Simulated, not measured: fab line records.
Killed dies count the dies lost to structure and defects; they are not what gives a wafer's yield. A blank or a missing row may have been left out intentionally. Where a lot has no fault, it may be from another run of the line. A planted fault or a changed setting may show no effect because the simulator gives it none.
Matching of chambers || flow sky130 || SKY_LI_CONTACT_CMP_02 on cmp-01: 4 sister chambers
The step polishes PSG. 8 wafers are shown with their chamber, then 7 later ones without.

## WAFERS, EACH WITH ITS CHAMBER
{"wafer": "L373.5", "chamber": 3, "motor-current-A (A)": 11.1, "time-to-endpoint-s (s)": 32.3}
{"wafer": "L376.3", "chamber": 2, "motor-current-A (A)": 12.7, "time-to-endpoint-s (s)": 30.6}
{"wafer": "L376.6", "chamber": 3, "motor-current-A (A)": 10.8, "time-to-endpoint-s (s)": 27.6}
{"wafer": "L377.1", "chamber": 1, "motor-current-A (A)": 11.1, "time-to-endpoint-s (s)": 33.2}
{"wafer": "L377.5", "chamber": 1, "motor-current-A (A)": 11.2, "time-to-endpoint-s (s)": 32.9}
{"wafer": "L377.6", "chamber": 0, "motor-current-A (A)": 14.7, "time-to-endpoint-s (s)": 34.6}
{"wafer": "L382.3", "chamber": 2, "motor-current-A (A)": 12.2, "time-to-endpoint-s (s)": 31.0}
{"wafer": "L382.5", "chamber": 0, "motor-current-A (A)": 15.4, "time-to-endpoint-s (s)": 35.3}

## WAFERS WITH NO CHAMBER GIVEN
{"wafer": "L382.6", "motor-current-A (A)": 9.9, "time-to-endpoint-s (s)": 31.6}
{"wafer": "L392.1", "motor-current-A (A)": 10.7, "time-to-endpoint-s (s)": 33.4}
{"wafer": "L392.3", "motor-current-A (A)": 14.2, "time-to-endpoint-s (s)": 36.0}
{"wafer": "L392.4", "motor-current-A (A)": 12.0, "time-to-endpoint-s (s)": 33.8}
{"wafer": "L395.3", "motor-current-A (A)": 13.3, "time-to-endpoint-s (s)": 33.6}
{"wafer": "L395.5", "motor-current-A (A)": 10.9, "time-to-endpoint-s (s)": 34.7}
{"wafer": "L395.6", "motor-current-A (A)": 13.3, "time-to-endpoint-s (s)": 31.0}

## WHICH CHAMBER EACH ONE RAN IN
{"wafer": "L382.6", "from the rows above": "can't be placed: 3 or 1", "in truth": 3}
{"wafer": "L392.1", "from the rows above": "can't be placed: 1 or 3", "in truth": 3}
{"wafer": "L392.3", "from the rows above": 0, "in truth": 0}
{"wafer": "L392.4", "from the rows above": "can't be placed: 2 or 1 or 3", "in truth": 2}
{"wafer": "L395.3", "from the rows above": 2, "in truth": 2}
{"wafer": "L395.5", "from the rows above": "can't be placed: 1 or 3", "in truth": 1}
{"wafer": "L395.6", "from the rows above": 2, "in truth": 2}
Correct placement for 3 of the 7. Can't be placed from these rows: 4 (the true chamber is among the candidates in 4). 0 placed wrongly.
How it was worked out, from the rows above alone: a wafer's distance from a chamber is the root of the sum, over the readings, of the square of ((its reading less the chamber's mean) divided by the reading's scatter). If the next closest chamber is less than 2 further off than the closest, the wafer can't be placed; otherwise it belongs to the closest. Each chamber's mean is taken over the wafers shown for it. The scatter: take each reading less its chamber's mean, square it, sum over the shown wafers, divide by the number of wafers less the number of chambers, and take the root.
